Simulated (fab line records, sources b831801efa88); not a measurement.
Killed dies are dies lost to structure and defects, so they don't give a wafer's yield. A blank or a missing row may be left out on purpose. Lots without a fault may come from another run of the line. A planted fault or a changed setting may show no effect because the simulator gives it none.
Chamber matching | flow sky130 | SKY_CONTACT_CMP_27 on cmp-01: 4 sister chambers
The step polishes, stops on SiO2, t overpolish 15 s, target thk 0 nm. 4 wafers are shown with their chamber, then 12 later ones without.

WAFERS WITH THEIR CHAMBER
wafer  | chamber | motor_current_A (A)
L084.3 | 3       | 9.2
L089.1 | 1       | 11.8
L089.2 | 0       | 9.6
L089.3 | 2       | 12.0

WAFERS WITHOUT THEIR CHAMBER
wafer  | motor_current_A (A)
L093.1 | 11.7
L093.2 | 9.0
L093.6 | 9.4
L094.1 | 12.1
L094.5 | 9.9
L094.6 | 9.2
L095.4 | 12.5
L095.5 | 8.9
L095.6 | 11.7
L096.1 | 12.0
L096.2 | 11.9
L096.4 | 9.1

WHICH CHAMBER EACH WENT THROUGH
wafer  | from the rows above     | in truth
L093.1 | can't be placed: 1 or 2 | 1
L093.2 | can't be placed: 3 or 0 | 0
L093.6 | can't be placed: 0 or 3 | 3
L094.1 | can't be placed: 2 or 1 | 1
L094.5 | can't be placed: 0 or 3 | 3
L094.6 | can't be placed: 3 or 0 | 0
L095.4 | can't be placed: 2 or 1 | 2
L095.5 | can't be placed: 3 or 0 | 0
L095.6 | can't be placed: 1 or 2 | 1
L096.1 | can't be placed: 2 or 1 | 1
L096.2 | can't be placed: 1 or 2 | 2
L096.4 | can't be placed: 3 or 0 | 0
Placed correctly: 0 of 12. Can't be placed from these rows: 12 (the true chamber is among the candidates in 12). Placed wrongly: 0.
How it was worked out, from the rows above alone: a wafer's distance from a chamber is the root of the sum, over the readings, of the square of ((its reading less the chamber's mean) divided by the reading's scatter). The wafer belongs to the nearest chamber; if the next one is less than 2 further off, it can't be placed. A chamber's mean is the mean of its shown wafers. The scatter: with one shown wafer a chamber, the root of the mean of the squares of how far each hidden wafer lies from its nearest shown one.
